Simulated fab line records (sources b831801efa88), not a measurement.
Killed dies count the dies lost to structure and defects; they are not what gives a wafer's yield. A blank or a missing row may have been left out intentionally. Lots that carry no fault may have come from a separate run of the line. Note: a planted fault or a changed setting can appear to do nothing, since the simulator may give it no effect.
What tool caused it? ; flow sky130 ; 11 lots, 31 wafers sampled, at 6 steps of a route of 708

WHAT THE GAUGES SHOWED, per wafer
SKY_VT_ADJUST_HVTR_OVL_MEAS_08.
lot;measured;on;VT_ADJUST_HVTR_OVL (nm)
L303;day 11 00:35;overlay-01;0.7 0.3 0.8
L302;day 11 02:19;overlay-02;-0.2 -1.1 -2.0
L304;day 11 12:59;overlay-02;-0.5 1.0 0.1
L305;day 11 15:02;overlay-01;0.7 0.6 2.9
L306;day 11 15:17;overlay-02;-1.2 0.6 -2.2
L307;day 12 04:53;overlay-01;-0.7 -1.0 -1.2
L308;day 12 08:20;overlay-01;0.5 -0.6 -1.5
L310;day 12 15:53;overlay-02;1.7 0.6 0.9
L311;day 12 23:35;overlay-02;0.8 0.9 1.1
L319;day 15 09:52;overlay-02;-0.1 -0.7
L321;day 16 00:26;overlay-01;1.9 1.9

SKY_SONOS_ONO_CD_MEAS_13: target cd 410 nm.
lot;measured;on;cd_nm (nm)
L303;day 14 06:43;cd_sem-01;411.6 410.3 410.1
L302;day 14 11:19;cd_sem-02;409.6 407.5 406.4
L304;day 15 00:23;cd_sem-01;411.1 410.8 411.8
L305;day 15 01:22;cd_sem-01;407.5 408.6 407.2
L306;day 15 02:31;cd_sem-01;409.3 407.3 409.7
L307;day 15 14:40;cd_sem-01;408.7 406.9 408.4
L308;day 15 21:13;cd_sem-01;409.9 408.6 407.7
L310;day 16 06:22;cd_sem-02;407.5 407.3 406.3
L311;day 16 15:25;cd_sem-01;406.3 404.5 405.7
L319;day 19 11:40;cd_sem-01;407.7 406.9
L321;day 20 02:13;cd_sem-02;416.5 412.8

SKY_CONTACT_RS_MEAS_25: uses a four-point probe to measure.
lot;measured;on;CONTACT_W_RS (ohm/sq)
L303;day 33 07:43;film_metro-03;0.338 0.343 0.340
L302;day 33 10:10;film_metro-03;0.338 0.344 0.347
L304;day 34 01:49;film_metro-02;0.336 0.339 0.339
L305;day 33 19:26;film_metro-04;0.337 0.341 0.339
L306;day 33 23:15;film_metro-03;0.341 0.338 0.340
L307;day 34 09:27;film_metro-03;0.344 0.346 0.340
L308;day 34 20:16;film_metro-03;0.333 0.339 0.342
L310;day 35 08:13;film_metro-03;0.342 0.344 0.342
L311;day 35 10:43;film_metro-03;0.338 0.339 0.341
L319;day 37 22:01;film_metro-04;0.340 0.591 0.340 0.591
L321;day 38 14:18;film_metro-02;0.336 0.567 0.336 0.567

SKY_CONTACT_THK_MEAS_26: measures by xrf.
lot;measured;on;CONTACT_W_THK (nm)
L303;day 33 07:50;film_metro-03;335 330 335
L302;day 33 10:17;film_metro-03;336 330 328
L304;day 34 01:55;film_metro-02;337 335 337
L305;day 33 19:34;film_metro-04;340 338 334
L306;day 33 23:22;film_metro-03;333 338 333
L307;day 34 09:34;film_metro-03;335 334 340
L308;day 34 20:23;film_metro-03;346 341 338
L310;day 35 08:20;film_metro-03;335 333 336
L311;day 35 10:49;film_metro-03;339 337 336
L319;day 38 03:19;film_metro-04;337 195 335 195
L321;day 38 20:25;film_metro-02;336 201 337 201

WHICH TOOL RAN EACH LOT (tool, then ch and the chambers of the sampled wafers, then the start)
lot;SKY_POLY_GATE_ETCH_17;SKY_CONTACT_CVD_24
L303;rie_si-02 ch 0,1,2, day 18 04:06;cvd_w-01 ch 0,1, day 33 07:36
L302;rie_si-02 ch 2,3, day 18 08:43;cvd_w-02 ch 0,1, day 33 10:03
L304;rie_si-02 ch 1,2, day 18 22:08;cvd_w-01 ch 0,1, day 34 01:41
L305;rie_si-02 ch 1,2,3, day 18 22:30;cvd_w-02 ch 0,1, day 33 19:20
L306;rie_si-01 ch 1,2, day 18 22:29;cvd_w-01 ch 0,1, day 33 23:08
L307;rie_si-02 ch 0,1,3, day 19 13:35;cvd_w-01 ch 1, day 34 09:14
L308;rie_si-02 ch 0,1,2, day 19 23:03;cvd_w-02 ch 0,1, day 34 20:10
L310;rie_si-01 ch 0,1, day 20 13:11;cvd_w-01 ch 1, day 35 08:06
L311;rie_si-02 ch 0,1,2, day 20 20:27;cvd_w-02 ch 0,1, day 35 10:37
L319;rie_si-02 ch 2, day 23 15:12;cvd_w-01 ch 0,1, day 37 21:54
L321;rie_si-01 ch 1,2, day 24 06:38;cvd_w-01 ch 0, day 38 14:11
- SKY_POLY_GATE_ETCH_17: etches poly-Si in HBr/Cl2, stops on SiO2, target depth 180 nm, time 70.5 s.
- SKY_CONTACT_CVD_24: deposits W, target thk 340 nm, time 102.12 s.

WHAT THE TOOLS THEMSELVES READ (means of the sampled wafers that have a number; where no wafer has one, the mark that the record gives instead)
SKY_POLY_GATE_ETCH_17.
lot;tool;HBr_flow_sccm (sccm);drypump_motor_current_A (A);oes_product_au (a.u.);throttle_valve_pct (%)
L303;rie_si-02;149.5;5.7;0.986;33.681
L302;rie_si-02;149.9;5.9;0.985;33.678
L304;rie_si-02;149.6;5.9;0.988;33.685
L305;rie_si-02;149.8;5.6;0.981;33.682
L306;rie_si-01;150.2;5.8;0.987;33.683
L307;rie_si-02;150.5;5.4;0.989;33.680
L308;rie_si-02;150.3;5.7;0.988;33.690
L310;rie_si-01;150.0;6.2;0.988;33.688
L311;rie_si-02;150.1;5.7;0.991;33.682
L319;rie_si-02;149.6;6.2;0.989;33.686
L321;rie_si-01;149.4;5.8;0.985;33.685

SKY_CONTACT_CVD_24.
lot;tool;heater_power_w (W)
L303;cvd_w-01;803
L302;cvd_w-02;852
L304;cvd_w-01;790
L305;cvd_w-02;870
L306;cvd_w-01;783
L307;cvd_w-01;759
L308;cvd_w-02;859
L310;cvd_w-01;757
L311;cvd_w-02;863
L319;cvd_w-01;778
L321;cvd_w-01;851

THE ANSWER, worked out from the rows above alone
Rule: the usual values come from the lots themselves. Put in order of their means at a reading, lots are off if they are a third of the lots or fewer, leave a main group of 4 or more, and stand apart from it by a gap of 3 or more times the standard deviation of the main group's means; of several such gaps the widest counts. Not used: any main group whose means are identical at the precision the tables above print for the reading. Also off: a lot with no number at a reading for which 4 or more lots have one. Any other lot the step has rows for is counted as sound. Order of review: gauges by route order, followed by the tools' own readings, for which a lot's mean as printed above is used. At the first step where some lot is off, the reading lying furthest off is the one used; lots without a number count as furthest.
Off: at SKY_CONTACT_RS_MEAS_25 (CONTACT_W_RS), L319, L321. Main group: mean 0.340 ohm/sq, sd 0.002.
A tool fits if, at a process step before that reading, it ran every lot that is off, and no sound lot after the first of them. The gauges at SKY_CONTACT_RS_MEAS_25 are tried like those tools. One candidate fits, namely cvd_w-01 at SKY_CONTACT_CVD_24. A fault onset in the window from L310 (day 35 08:06, its last sound lot) to L319 (day 37 21:54, its first lot off) fits.

WHAT WAS PUT IN BY THE SIMULATOR
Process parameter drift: cvd_w-01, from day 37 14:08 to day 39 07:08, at SKY_CONTACT_CVD_24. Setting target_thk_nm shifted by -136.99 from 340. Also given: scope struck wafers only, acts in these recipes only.
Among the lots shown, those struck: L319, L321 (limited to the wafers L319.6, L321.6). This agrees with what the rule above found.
